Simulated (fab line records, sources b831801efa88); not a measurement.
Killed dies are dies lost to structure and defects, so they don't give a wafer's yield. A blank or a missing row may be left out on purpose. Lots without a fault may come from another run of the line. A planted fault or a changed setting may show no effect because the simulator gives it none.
fab line records | flow sfq_line
record lots=5 wafers=15 last_day=92
route steps=325 shown I6@270 M7@281 I7@296 M8@311
lots that met no fault: from a run of the same line without faults
start_h: hours from the record's first day to the start of the lot's first wafer shown | wait_h: hours since the lot's step before | " the same as in the row above | L1.1+2: a row that stands for several wafers | - no value, or no start given | * or withheld: withheld | < > ~ a bound
route shown NAME@n: a module of which the file shows steps, and the number in the route of the first | usual: mean/standard deviation of fault-free wafers | same: alike in all rows | chamber/n: place in a boat | sites: the reading at each site | _std_site: their standard deviation | _edge_site: outer sites' mean less inner sites' | radius_mm: how far each site lies from the wafer's centre | mask NAME#n: copy n | behind: the tool/chamber that last shaped the wafer | hold: why the lot was held/for how many hours/how that ended | device: the transistor (n, p or np) that didn't switch | end of line: the same wafers' tests at the end of the route | a step without rows: its recipe alone | killed: dies lost to structure and defects at the first sort, not the wafer's yield | map: a wafer's dies, x killed, . not, _ none there
set.NAME: the setting as run; set.NAME@STEP: as run at that earlier step | model.NAME: the simulator's own value behind a step, which no gauge read
lots at some steps of the route; a table a step, a row a wafer
services: from which hour (start_h, from the record's first day; less than 0 if before it) a tool's chamber was out of use, for how many hours, and why
## steps
# step SFQ_TRILAYER_I6_VIA_LITHO_COAT_174
# recipe resist=BARC spin_rpm=3000 resist_thk_nm=62
# step SFQ_TRILAYER_I6_VIA_LITHO_COAT_169
# recipe resist=KrF spin_rpm=3000 resist_thk_nm=650
# step SFQ_TRILAYER_I6_VIA_LITHO_SOFTBAKE_173
# recipe temp_c=withheld time_s=withheld resist=KrF
# step SFQ_TRILAYER_I6_VIA_LITHO_EXPOSE_170
# recipe mask_id=I6 na=0.6 source_shape=conventional sigma_outer=0.65 target_cd_nm=700 dose_mj=21.3
# step SFQ_TRILAYER_I6_VIA_LITHO_PEB_172
# recipe peb_temp_c=115 peb_time_s=60 resist=KrF
# step SFQ_TRILAYER_I6_VIA_LITHO_DEVELOP_171
# recipe time_s=60 resist=KrF
# step SFQ_I6_OVL_MEAS_942
# usual I6_OVL=1/5.3
# columns lot.wafer tool chamber start_h wait_h I6_OVL[nm]
L161.1 overlay-01 - 1937.40 0.1 1
L161.4 " - " " 0
L161.6 " - " " -1
L162.2 overlay-02 - 1989.21 0.1 -2
L162.5 " - " " 2
L162.6 " - " " 4
L165.1 overlay-01 - 2000.00 0.1 1
L165.4 " - " " -6
L165.6 " - " " -10
L169.1 overlay-01 - 2009.73 0.1 3
L169.2 " - " " 4
L169.6 " - " " 3
L172.1 overlay-02 - 2023.05 0.1 -5
L172.2 " - " " 1
L172.4 " - " " 5
# step SFQ_TRILAYER_I6_VIA_BARC_OPEN_VIA_ETCH_235
# recipe mask_material=PR chemistry=O2 target_depth_nm=125 target=BARC source_w=500 bias_w=80 pressure_mtorr=30 time_s=41.7
# step SFQ_TRILAYER_I6_VIA_ETCH_VIA_ETCH_172
# recipe target=SiO2 stop_on=Nb mask_material=PR taper_deg=20 chemistry=CHF3 target_depth_nm=260 source_w=500 bias_w=80 pressure_mtorr=30 time_s=withheld
# usual drypump_motor_current_A=5.6/0.46 oes_product_au=0.853/0.005
# columns lot.wafer tool chamber start_h wait_h drypump_motor_current_A oes_product_au
L161.1 rie_diel-01 0 1937.48 0.0 5.9 0.863
L161.4 " 0 " " 5.9 0.854
L161.6 " 1 " " 6.0 0.855
L162.2 rie_diel-02 2 1989.28 0.0 6.0 0.853
L162.5 " 1 " " 5.4 0.857
L162.6 " 2 " " 6.0 0.853
L165.1 rie_diel-02 3 2000.08 0.0 6.2 0.859
L165.4 " 2 " " 6.0 0.855
L165.6 " 3 " " 6.2 0.855
L169.1 rie_diel-01 3 2009.80 0.0 4.8 0.855
L169.2 " 1 " " 6.1 0.851
L169.6 " 1 " " 6.1 0.858
L172.1 rie_diel-01 1 2023.13 0.0 6.0 0.851
L172.2 " 3 " " 4.8 0.853
L172.4 " 0 " " 5.9 0.855
# step SFQ_TRILAYER_I6_VIA_STRIP_STRIP_173
# recipe gas=O2 power_w=200 platen_temp_c=40 overash_fraction=0.65 chemistry=O2 pressure_mtorr=50
# usual drypump_motor_current_A=5.7/0.39 he_backside_leak_sccm=3.41/0.2 oes_product_au=1.000/0.011
# columns lot.wafer tool chamber start_h wait_h drypump_motor_current_A he_backside_leak_sccm oes_product_au rf_hours_counter_h
L161.1 rie_metal-03 0 1937.59 - 5.9 3.44 0.996 4
L161.4 " 0 " " 5.9 3.40 0.998 -
L161.6 " 0 " " 5.9 3.54 1.010 -
L162.2 rie_metal-03 0 1989.59 - 5.9 3.63 1.004 -
L162.5 " 0 " " 5.9 3.66 1.008 -
L162.6 " 0 " " 5.9 3.63 1.003 -
L165.1 rie_metal-02 0 2000.19 - 5.6 3.54 1.015 39
L165.4 " 0 " " 5.5 3.57 0.999 -
L165.6 " 0 " " 5.6 3.58 1.007 -
L169.1 rie_metal-03 1 2009.91 - 5.2 3.10 0.998 0
L169.2 " 0 " " 5.9 3.48 1.005 16
L169.6 " 1 " " 5.2 3.07 1.003 -
L172.1 rie_metal-03 0 2023.24 - 6.0 3.61 1.003 17
L172.2 " 1 " " 5.2 3.28 1.002 2
L172.4 " 0 " " 5.9 3.56 1.007 -
# step SFQ_TRILAYER_I6_VIA_STRIP_SOLV_CLEAN_174
# recipe chemistry=NMP temp_c=70 time_s=600
# step SFQ_TRILAYER_M7_DEP_PRE_CLEAN_176
# recipe gas=Ar time_s=22.5 bias_v=250
# step SFQ_TRILAYER_M7_DEP_SPUTTER_175
# recipe material=Nb base_pressure_pa=1.33e-06 chamber_pressure_pa=0.1333 substrate_temp_c=20 target_thk_nm=200 power_w=2000 time_s=133.3
# usual base_pressure_pa=1.34e-06/1e-07 throttle_valve_pct=29.9/1.3
# columns lot.wafer tool chamber start_h wait_h base_pressure_pa throttle_valve_pct model.Nb_of_TRILAYER_M7_DEP_SPUTTER_175.thk_nm
L161.1 pvd_sputter-03 - 1938.39 0.0 1.31e-06 29.5 204.3
L161.4 " - " " 1.35e-06 29.7 203.7
L161.6 " - " " 1.37e-06 27.8 200.2
L162.2 pvd_sputter-05 - 1990.97 0.0 1.36e-06 31.0 199.4
L162.5 " - " " 1.32e-06 31.3 201.7
L162.6 " - " " 1.16e-06 27.8 202.7
L165.1 pvd_sputter-03 - 2000.99 0.0 1.47e-06 30.6 205.6
L165.4 " - " " 1.43e-06 29.8 269.4
L165.6 " - " " 1.35e-06 29.6 203
L169.1 pvd_sputter-04 - 2010.72 0.0 1.39e-06 27.2 196.1
L169.2 " - " " 1.28e-06 30.3 200.3
L169.6 " - " " 1.28e-06 30.2 202.1
L172.1 pvd_sputter-05 - 2024.04 0.0 1.43e-06 27.9 202.5
L172.2 " - " " 1.4e-06 31.4 199.7
L172.4 " - " " 1.24e-06 31.5 200.7
# step SFQ_M7_RS_MEAS_943
# recipe thk_meas_gauge=four-point-probe reads=Nb_of_TRILAYER_M7_DEP_SPUTTER_175
# usual M7_NB_RS=0.887/0.011
# columns lot.wafer tool chamber start_h wait_h M7_NB_RS[ohm/sq]
L161.1 film_metro-03 - 1938.49 0.0 0.871
L161.4 " - " " 0.874
L161.6 " - " " 0.888
L162.2 film_metro-03 - 1991.08 0.1 0.892
L162.5 " - " " 0.885
L162.6 " - " " 0.879
L165.1 film_metro-03 - 2001.08 0.0 0.867
L165.4 " - " " 0.659
L165.6 " - " " 0.878
L169.1 film_metro-04 - 2010.81 0.0 0.909
L169.2 " - " " 0.889
L169.6 " - " " 0.881
L172.1 film_metro-04 - 2024.13 0.0 0.879
L172.2 " - " " 0.890
L172.4 " - " " 0.888
# step SFQ_TRILAYER_M7_LITHO_COAT_182
# recipe resist=BARC spin_rpm=3000 resist_thk_nm=62
# step SFQ_TRILAYER_M7_LITHO_COAT_177
# recipe resist=KrF spin_rpm=3000 resist_thk_nm=600
# step SFQ_TRILAYER_M7_LITHO_SOFTBAKE_181
# recipe temp_c=withheld time_s=withheld resist=KrF
# step SFQ_TRILAYER_M7_LITHO_EXPOSE_178
# recipe mask_id=M7 na=0.6 source_shape=conventional sigma_outer=0.65 target_cd_nm=500 dose_mj=14.4
# step SFQ_TRILAYER_M7_LITHO_PEB_180
# recipe peb_temp_c=115 peb_time_s=60 resist=KrF
# step SFQ_TRILAYER_M7_LITHO_DEVELOP_179
# recipe time_s=60 resist=KrF
# step SFQ_M7_OVL_MEAS_945
# usual M7_OVL=-1/5.1
# columns lot.wafer tool chamber start_h wait_h M7_OVL[nm]
L161.1 overlay-01 - 2021.85 0.1 -7
L161.4 " - " " -4
L161.6 " - " " -6
L162.2 overlay-02 - 2080.66 0.1 -4
L162.5 " - " " 2
L162.6 " - " " 2
L165.1 overlay-01 - 2090.70 0.1 6
L165.4 " - " " 8
L165.6 " - " " 6
L169.1 overlay-01 - 2100.30 0.1 -8
L169.2 " - " " -4
L169.6 " - " " -3
L172.1 overlay-01 - 2112.30 0.1 -10
L172.2 " - " " -7
L172.4 " - " " -2
# step SFQ_TRILAYER_M7_BARC_OPEN_METAL_ETCH_229
# recipe mask_material=PR chemistry=O2 target_depth_nm=125 target=BARC icp_w=600 bias_w=80 pressure_mtorr=10 time_s=41.7
# usual drypump_motor_current_A=5.7/0.39 he_backside_leak_sccm=3.36/0.16 oes_product_au=0.685/0.0049
# same time_s=41.7
# columns lot.wafer tool chamber start_h wait_h drypump_motor_current_A he_backside_leak_sccm oes_product_au rf_hours_counter_h
L161.1 rie_metal-04 1 2021.89 0.0 5.4 3.38 0.692 29
L161.4 " 1 " " 5.5 3.25 0.688 -
L161.6 " 0 " " 5.4 3.22 0.683 -
L162.2 rie_metal-04 1 2080.69 0.0 5.5 3.31 0.692 36
L162.5 " 1 " " 5.5 3.10 0.689 -
L162.6 " 0 " " 5.4 3.35 0.682 -
L165.1 rie_metal-01 0 2090.73 0.0 5.3 3.30 0.684 108
L165.4 " 0 " " 5.3 3.34 0.684 -
L165.6 " 0 " " 5.3 3.33 0.679 -
L169.1 rie_metal-02 0 2100.33 0.0 5.5 3.65 0.683 50
L169.2 " 1 " " 6.3 3.33 0.695 80
L169.6 " 0 " " 5.6 3.59 0.688 -
L172.1 rie_metal-04 0 2112.33 0.0 5.4 3.42 0.690 83
L172.2 " 1 " " 5.5 2.97 0.688 39
L172.4 " 1 " " 5.5 3.16 0.680 -
# step SFQ_TRILAYER_M7_ETCH_METAL_ETCH_180
# recipe target=Nb stop_on=SiO2 mask_material=PR chemistry=Cl2/Ar target_depth_nm=240 icp_w=600 bias_w=80 pressure_mtorr=10 time_s=120
# usual drypump_motor_current_A=5.7/0.39 he_backside_leak_sccm=3.34/0.19 oes_product_au=0.897/0.0077
# same time_s=120
# columns lot.wafer tool chamber start_h wait_h drypump_motor_current_A he_backside_leak_sccm oes_product_au rf_hours_counter_h
L161.1 rie_metal-04 1 2021.95 0.0 5.5 3.14 0.902 29
L161.4 " 1 " " 5.5 3.15 0.907 -
L161.6 " 0 " " 5.4 3.23 0.888 -
L162.2 rie_metal-04 1 2080.75 0.0 5.5 3.16 0.890 36
L162.5 " 1 " " 5.5 3.43 0.900 -
L162.6 " 0 " " 5.4 3.53 0.896 -
L165.1 rie_metal-01 0 2090.85 0.1 5.3 3.35 0.902 108
L165.4 " 0 " " 5.3 3.46 0.984 -
L165.6 " 0 " " 5.3 3.19 0.903 -
L169.1 rie_metal-02 0 2100.39 0.0 5.5 3.67 0.879 50
L169.2 " 1 " " 6.3 3.18 0.902 80
L169.6 " 0 " " 5.5 3.59 0.903 -
L172.1 rie_metal-04 0 2112.39 0.0 5.4 3.16 0.899 83
L172.2 " 1 " " 5.5 2.85 0.891 39
L172.4 " 1 " " 5.5 3.26 0.892 -
# step SFQ_TRILAYER_M7_STRIP_STRIP_181
# recipe gas=O2 power_w=200 platen_temp_c=40 overash_fraction=0.65 chemistry=O2 pressure_mtorr=50
# step SFQ_TRILAYER_M7_STRIP_SOLV_CLEAN_182
# recipe chemistry=NMP temp_c=70 time_s=600
# step SFQ_TRILAYER_I7_DEP_PECVD_183
# recipe material=SiO2 temp_c=150 time_s=111.11 pressure_torr=2.4 rf_w=183.3 precursor=SiH4/N2O target_thk_nm=500
# usual heater_power_outer_w=26/5.4 heater_power_w=74/10 throttle_valve_pct=24.3/1.5
# same time_s=111.11
# columns lot.wafer tool chamber start_h wait_h heater_power_outer_w heater_power_w since_wet_clean_h throttle_valve_pct
L161.1 pecvd-01 1 2022.85 0.0 30 79 690 24.9
L161.4 " 1 " " 20 63 - 25.0
L161.6 " 2 " " 28 88 - 26.4
L162.2 pecvd-01 2 2081.82 0.0 18 79 749 26.3
L162.5 " 2 " " 21 81 - 26.6
L162.6 " 0 " " 30 82 - 25.4
L165.1 pecvd-04 1 2092.48 0.0 29 83 23 23.5
L165.4 " 1 " " 31 85 - 23.4
L165.6 " 2 " " 25 75 - 22.5
L169.1 pecvd-04 2 2101.29 0.0 21 69 32 22.3
L169.2 " 1 " " 32 86 32 23.6
L169.6 " 1 " " 33 89 - 23.5
L172.1 pecvd-01 0 2113.29 0.0 29 81 781 25.6
L172.2 " 1 " " 26 73 781 25.4
L172.4 " 0 " " 30 83 - 25.6
# step SFQ_TRILAYER_I7_CMP_CMP_184
# recipe material=SiO2 down_force_psi=3 platen_rpm=60 pad_velocity_m_s=0.94248
# usual motor_current_A=10.3/0.72 time_to_endpoint_s=213/6.5
# columns lot.wafer tool chamber start_h wait_h motor_current_A time_to_endpoint_s
L161.1 cmp-02 0 2022.92 0.0 10.7 216
L161.4 " 1 " " 9.9 204
L161.6 " 1 2025.42 2.5 9.6 221
L162.2 cmp-02 1 2081.90 0.0 9.3 213
L162.6 " 1 2083.90 2.0 9.3 202
L162.5 " 2 " " 9.6 214
L165.1 cmp-02 2 2092.56 0.0 9.4 213
L165.4 " 3 " " 11.1 223
L165.6 " 2 2094.56 2.0 10.0 218
L169.1 cmp-02 0 2101.37 0.0 10.6 204
L169.2 " 1 " " 9.4 194
L169.6 " 0 2103.37 2.0 10.7 206
L172.4 cmp-01 1 2113.37 0.0 9.5 216
L172.1 " 2 " " 11.6 218
L172.2 " 0 2114.87 1.5 10.6 221
# step SFQ_I7_BOW_MEAS_946
# recipe mode=bow
# usual I7_BOW=7/7.8
# columns lot.wafer tool chamber start_h wait_h I7_BOW[um]
L161.1 film_metro-01 - 2025.92 2.5 3
L161.4 " - " " 3
L161.6 " - " " -6
L162.2 film_metro-03 - 2084.92 2.5 -2
L162.5 " - " " -4
L162.6 " - " " 5
L165.1 film_metro-01 - 2095.56 2.5 9
L165.4 " - " " 4
L165.6 " - " " 4
L169.1 film_metro-01 - 2104.37 2.5 0
L169.2 " - " " 14
L169.6 " - " " 10
L172.1 film_metro-01 - 2116.37 2.0 0
L172.2 " - " " -7
L172.4 " - " " 3
# step SFQ_TRILAYER_I7_METRO_MEASURE_185
# step SFQ_TRILAYER_I7_VIA_LITHO_COAT_192
# recipe resist=BARC spin_rpm=3000 resist_thk_nm=62
# step SFQ_TRILAYER_I7_VIA_LITHO_COAT_187
# recipe resist=KrF spin_rpm=3000 resist_thk_nm=650
# step SFQ_TRILAYER_I7_VIA_LITHO_SOFTBAKE_191
# recipe temp_c=withheld time_s=withheld resist=KrF
# step SFQ_TRILAYER_I7_VIA_LITHO_EXPOSE_188
# recipe mask_id=I7 na=0.6 source_shape=conventional sigma_outer=0.65 target_cd_nm=1000 dose_mj=21.3
# step SFQ_TRILAYER_I7_VIA_LITHO_PEB_190
# recipe peb_temp_c=115 peb_time_s=60 resist=KrF
# step SFQ_TRILAYER_I7_VIA_LITHO_DEVELOP_189
# recipe time_s=60 resist=KrF
# step SFQ_I7_OVL_MEAS_947
# usual I7_OVL=-2/5.5
# columns lot.wafer tool chamber start_h wait_h I7_OVL[nm]
L161.1 overlay-01 - 2117.10 0.1 -2
L161.4 " - " " -4
L161.6 " - " " -7
L162.2 overlay-02 - 2174.70 0.1 2
L162.5 " - " " 5
L162.6 " - " " 5
L165.1 overlay-01 - 2188.02 0.1 1
L165.4 " - " " -9
L165.6 " - " " -11
L169.1 overlay-01 - 2196.42 0.1 -1
L169.2 " - " " 0
L169.6 " - " " 0
L172.1 overlay-01 - 2202.42 0.1 -5
L172.2 " - " " 7
L172.4 " - " " 1
# step SFQ_TRILAYER_I7_VIA_BARC_OPEN_VIA_ETCH_260
# recipe mask_material=PR chemistry=O2 target_depth_nm=125 target=BARC source_w=500 bias_w=80 pressure_mtorr=30 time_s=41.7
# step SFQ_TRILAYER_I7_VIA_ETCH_VIA_ETCH_190
# recipe target=SiO2 stop_on=Nb mask_material=PR taper_deg=20 chemistry=CHF3 target_depth_nm=260 source_w=500 bias_w=80 pressure_mtorr=30 time_s=withheld
# step SFQ_TRILAYER_I7_VIA_STRIP_STRIP_191
# recipe gas=O2 power_w=200 platen_temp_c=40 overash_fraction=0.65 chemistry=O2 pressure_mtorr=50
# step SFQ_TRILAYER_I7_VIA_STRIP_SOLV_CLEAN_192
# recipe chemistry=NMP temp_c=70 time_s=600
# step SFQ_TRILAYER_M8_LITHO_LOR_COAT_197
# recipe resist=lift-off spin_rpm=3000
# step SFQ_M8_BOW_MEAS_951
# recipe mode=bow
# usual M8_BOW=8/8.1
# columns lot.wafer tool chamber start_h wait_h M8_BOW[um] model.etest.m7.comb_log10_ohm model.etest.m7.ohm_sq
L161.1 film_metro-01 - 2121.99 0.0 5 12 0.8713
L161.4 " - " " 6 12 0.874
L161.6 " - " " -4 12 0.8891
L162.2 film_metro-04 - 2179.61 0.0 1 12 0.8925
L162.5 " - " " -4 12 0.8823
L162.6 " - " " 6 12 0.8783
L165.1 film_metro-04 - 2193.09 0.0 8 12 0.8656
L165.4 " - " " 2 0 0.6607
L165.6 " - " " 4 12 0.8769
L169.1 film_metro-04 - 2201.31 0.0 -1 12 0.9077
L169.2 " - " " 14 12 0.8889
L169.6 " - " " 9 12 0.8808
L172.1 film_metro-04 - 2208.66 0.0 0 12 0.8788
L172.2 " - " " -7 12 0.8912
L172.4 " - " " 3 12 0.8868
## services
# columns tool chamber start_h hours kind
rie_diel-01 3 1921.06 10.1 repair
rie_diel-02 0 1921.37 12.4 repair
pecvd-04 1 1921.67 14.4 repair
pecvd-01 0 1939.76 3.2 repair
rie_metal-02 0 1945.48 14.1 repair
pecvd-04 2 1951.91 22.8 repair
rie_metal-02 - 1955.64 28.1 pm
rie_diel-01 2 1960.00 1.4 repair
pecvd-01 - 1961.67 1.5 repair
rie_diel-01 1 1969.71 2.7 repair
cmp-02 - 1973.92 2.4 repair
cmp-02 - 1979.33 7.1 pm
rie_metal-02 - 1984.01 2.4 repair
rie_metal-01 0 1990.25 18.5 repair
rie_diel-01 2 1998.32 13.6 repair
rie_diel-02 0 1999.58 1.2 repair
rie_diel-01 3 2014.42 8.5 repair
rie_metal-04 - 2016.94 2.7 repair
pecvd-04 - 2028.81 0.7 repair
pecvd-01 - 2040.62 0.8 repair
rie_metal-04 - 2052.29 1.1 repair
cmp-02 - 2065.25 1.0 repair
rie_diel-01 2 2097.96 7.3 repair
rie_diel-01 3 2100.14 2.7 repair
## key
first_sign step=SFQ_M7_RS_MEAS_943 reading=M7_NB_RS direction=down sigmas=21 usual=0.887 struck=0.659
effect step=SFQ_TRILAYER_M7_ETCH_METAL_ETCH_180 reading=oes_product_au direction=up sigmas=11 usual=0.897 struck=0.984
model_effect step=SFQ_TRILAYER_M7_DEP_SPUTTER_175 value=Nb_of_TRILAYER_M7_DEP_SPUTTER_175.thk_nm without=202.8 struck=269.4
model_effect step=SFQ_M8_BOW_MEAS_951 value=etest.m7.comb_log10_ohm without=12 struck=0
met_at SFQ_TRILAYER_M7_DEP_SPUTTER_175
struck_wafers L165.4
onset_between 1938.39 2000.99
fault kind=process_parameter_drift tool=pvd_sputter-03 chamber=- onset_h=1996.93 steps=SFQ_TRILAYER_M7_DEP_SPUTTER_175 channel=target_thk_nm offset=66.597 shape=step end_h=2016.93 acts_in=these_recipes_only stated=200 scope=struck_wafers_only
